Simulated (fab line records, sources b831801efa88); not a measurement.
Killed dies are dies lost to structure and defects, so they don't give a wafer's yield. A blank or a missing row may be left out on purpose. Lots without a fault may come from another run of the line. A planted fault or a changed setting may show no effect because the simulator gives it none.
A struck lot beside a sound one | flow sfq_line | 42 steps out of a route of 325
Sound: wafers L698.1, L698.2, L698.4. Struck: wafers L713.4, L713.5, L713.6. The cause comes at the end.
At each step with rows: each side's tool, then ch and its chambers, then its first start. Under that, the readings that differ: sound wafers | struck wafers | difference of the means | sigmas: that difference in standard deviations of wafers without a fault.
alike: readings whose means differ by less than 2 such deviations, and words and numbers that are the same on both sides. not compared: withheld readings, readings that some wafer has no value for, bounds like >300 that may hide the same value, and numbers for which the record gives no deviation and whose values overlap.
The two part at a step that has a row with sigmas, a row that says differs or no value, or rows on one side only. Numbers that don't overlap but have no deviation are shown without sigmas and don't part them. A reading that every wafer of one side lacks parts them only if that side has two wafers or more.

first, 6 steps without rows for these wafers: SFQ_TRILAYER_M0_LITHO_COAT_026 (resist thk 62 nm); SFQ_TRILAYER_M0_LITHO_COAT_021 (resist thk 600 nm); SFQ_TRILAYER_M0_LITHO_SOFTBAKE_025; SFQ_TRILAYER_M0_LITHO_EXPOSE_022 (exposes mask M0, target cd 500 nm); SFQ_TRILAYER_M0_LITHO_PEB_024 (peb time 60 s); SFQ_TRILAYER_M0_LITHO_DEVELOP_023 (time 60 s).
SFQ_M0_OVL_MEAS_906:
  sound on overlay-01, day 13 18:33; struck on overlay-01, day 19 21:01
  reading     | sound  | struck     | difference | sigmas
  M0_OVL (nm) | 10 9 5 | -11 -11 -5 | -17        | -3
then, 2 steps without rows for these wafers: SFQ_TRILAYER_M0_BARC_OPEN_METAL_ETCH_031 (etches BARC in O2, target depth 125 nm, time 41.7 s); SFQ_TRILAYER_M0_ETCH_METAL_ETCH_024 (etches Nb in Cl2/Ar, stops on SiO2, target depth 240 nm, time 120 s).
SFQ_TRILAYER_M0_STRIP_STRIP_025: strips in O2.
  sound on rie_metal-01 ch 0,1, day 13 18:46; struck on rie_metal-03 ch 0,1, day 19 21:25
  alike: drypump_motor_current_A, he_backside_leak_sccm, oes_product_au
  not compared: rf_hours_counter_h
then, 2 steps without rows for these wafers: SFQ_TRILAYER_M0_STRIP_SOLV_CLEAN_026 (cleans in NMP, time 600 s); SFQ_TRILAYER_I0_DEP_PECVD_027 (deposits SiO2 from SiH4/N2O, time 111.11 s, target thk 500 nm).
SFQ_TRILAYER_I0_CMP_CMP_028: polishes SiO2.
  sound on cmp-01 ch 1,2,3, day 13 22:34; struck on cmp-01 ch 0,1, day 19 22:04
  no value came back on the struck wafers for any of 5 readings (edge_zone_pressure_frac, head_pressure_psi (psi) and others); on the sound wafers edge_zone_pressure_frac reads 0.993 1.000 0.994
  reading                                             | sound           | struck            | difference | sigmas
  model.SiO2_of_TRILAYER_I0_DEP_PECVD_027.thk_nm (nm) | 199.4 203 201.9 | 504.1 512.1 511.9 | +307.9     |
SFQ_I0_BOW_MEAS_907:
  sound on film_metro-01, day 14 01:34; struck on film_metro-01, day 20 01:07
  alike: I0_BOW
SFQ_TRILAYER_I0_METRO_MEASURE_029:
  sound on film_metro-01, day 14 01:41; struck on film_metro-01, day 20 01:47
  reading     | sound             | struck            | difference | sigmas
  thk_nm (nm) | 199.6 202.9 201.9 | 504.3 512.1 512.2 | +308.1     | +99 or more
then, 6 steps without rows for these wafers: SFQ_TRILAYER_I0_VIA_LITHO_COAT_036 (resist thk 62 nm); SFQ_TRILAYER_I0_VIA_LITHO_COAT_031 (resist thk 650 nm); SFQ_TRILAYER_I0_VIA_LITHO_SOFTBAKE_035; SFQ_TRILAYER_I0_VIA_LITHO_EXPOSE_032 (exposes mask I0, target cd 500 nm); SFQ_TRILAYER_I0_VIA_LITHO_PEB_034 (peb time 60 s); SFQ_TRILAYER_I0_VIA_LITHO_DEVELOP_033 (time 60 s).
-- the record jumps here: 6 days lie between the struck wafers' starts before and after --
SFQ_I0_OVL_MEAS_908:
  sound on overlay-02, day 20 01:47; struck on overlay-02, day 26 13:28
  alike: I0_OVL
then, 1 step without rows for these wafers: SFQ_TRILAYER_I0_VIA_BARC_OPEN_VIA_ETCH_046 (etches BARC in O2, target depth 125 nm, time 41.7 s).
SFQ_TRILAYER_I0_VIA_ETCH_VIA_ETCH_034: etches SiO2 in CHF3, stops on Nb, target depth 260 nm.
  sound on rie_diel-02 ch 1,2,3, day 20 01:52; struck on rie_diel-01 ch 1,2,3, day 26 13:32
  reading                        | sound             | struck            | difference | sigmas
  oes_product_au (a.u.)          | 0.846 0.865 0.862 | 1.594 1.620 1.624 | +0.755     | +99 or more
  model.etch.depth_nm (nm)       | 199.4 203 201.9   | 253.3 257.6 258.4 | +55.0      |
  model.I0.feature_depth_nm (nm) | 199.4 203 201.9   | 253.3 257.6 258.4 | +55.0      |
  alike: bias_w, drypump_motor_current_A
then, 2 steps without rows for these wafers: SFQ_TRILAYER_I0_VIA_STRIP_STRIP_035 (strips in O2); SFQ_TRILAYER_I0_VIA_STRIP_SOLV_CLEAN_036 (cleans in NMP, time 600 s).
SFQ_TRILAYER_M1_DEP_PRE_CLEAN_038: time 22.5 s.
  sound on pvd_sputter-03, day 20 02:45; struck on pvd_sputter-05, day 26 14:26
  reading                                             | sound             | struck            | difference | sigmas
  model.SiO2_of_TRILAYER_I0_DEP_PECVD_027.thk_nm (nm) | 191.9 195.5 194.4 | 496.6 504.6 504.4 | +307.9     |
  alike: bias_v
SFQ_TRILAYER_M1_DEP_SPUTTER_037: material Nb, target thk 200 nm, time 133.3 s.
  sound on pvd_sputter-03, day 20 02:47; struck on pvd_sputter-05, day 26 14:28
  alike: throttle_valve_pct
SFQ_M1_RS_MEAS_909: measures by four-point-probe.
  sound on film_metro-03, day 20 02:52; struck on film_metro-03, day 26 14:37
  alike: M1_NB_RS
then, 6 steps without rows for these wafers: SFQ_TRILAYER_M1_LITHO_COAT_044 (resist thk 62 nm); SFQ_TRILAYER_M1_LITHO_COAT_039 (resist thk 600 nm); SFQ_TRILAYER_M1_LITHO_SOFTBAKE_043; SFQ_TRILAYER_M1_LITHO_EXPOSE_040 (exposes mask M1, target cd 500 nm); SFQ_TRILAYER_M1_LITHO_PEB_042 (peb time 60 s); SFQ_TRILAYER_M1_LITHO_DEVELOP_041 (time 60 s).
-- the record jumps here: 5 days lie between the struck wafers' starts before and after --
SFQ_M1_OVL_MEAS_911:
  sound on overlay-01, day 26 14:40; struck on overlay-02, day 31 17:10
  alike: M1_OVL
SFQ_TRILAYER_M1_BARC_OPEN_METAL_ETCH_054: etches BARC in O2, target depth 125 nm, time 41.7 s.
  sound on rie_metal-03 ch 0,1, day 26 14:41; struck on rie_metal-03 ch 0,1, day 31 17:13
  alike: bias_w, drypump_motor_current_A, he_backside_leak_sccm, oes_product_au
  not compared: rf_hours_counter_h
SFQ_TRILAYER_M1_ETCH_METAL_ETCH_042: etches Nb in Cl2/Ar, stops on SiO2, target depth 240 nm, time 120 s.
  sound on rie_metal-03 ch 0,1, day 26 14:45; struck on rie_metal-03 ch 0,1, day 31 17:17
  alike: bias_w, drypump_motor_current_A, he_backside_leak_sccm, oes_product_au
  not compared: rf_hours_counter_h
then, 2 steps without rows for these wafers: SFQ_TRILAYER_M1_STRIP_STRIP_043 (strips in O2); SFQ_TRILAYER_M1_STRIP_SOLV_CLEAN_044 (cleans in NMP, time 600 s).
SFQ_TRILAYER_I1_DEP_PECVD_045: deposits SiO2 from SiH4/N2O, time 111.11 s, target thk 500 nm.
  sound on pecvd-01 ch 0,2, day 26 15:39; struck on pecvd-04 ch 0,1,2, day 31 18:13
  alike: heater_power_outer_w, heater_power_w, throttle_valve_pct
-- the record jumps here: 54 days lie between the struck wafers' starts before and after --
SFQ_M8_BOW_MEAS_951:
  sound on film_metro-01, day 76 01:17; struck on film_metro-01, day 85 21:29
  reading                 | sound             | struck            | difference | sigmas
  model.etest.i0.link_ohm | 1.976 1.968 1.963 | 1e+06 1e+06 1e+06 | +1e+06     |
  alike: M8_BOW

WHERE THEY PART
First at SFQ_M0_OVL_MEAS_906; last, within this record, at SFQ_TRILAYER_I0_VIA_ETCH_VIA_ETCH_034. Later steps at which nothing parts them and some readings are alike: SFQ_TRILAYER_M1_DEP_PRE_CLEAN_038, SFQ_TRILAYER_M1_DEP_SPUTTER_037, SFQ_M1_RS_MEAS_909, SFQ_M1_OVL_MEAS_911, SFQ_TRILAYER_M1_BARC_OPEN_METAL_ETCH_054, SFQ_TRILAYER_M1_ETCH_METAL_ETCH_042, SFQ_TRILAYER_I1_DEP_PECVD_045, SFQ_M8_BOW_MEAS_951.

WHY: what the simulator had put in
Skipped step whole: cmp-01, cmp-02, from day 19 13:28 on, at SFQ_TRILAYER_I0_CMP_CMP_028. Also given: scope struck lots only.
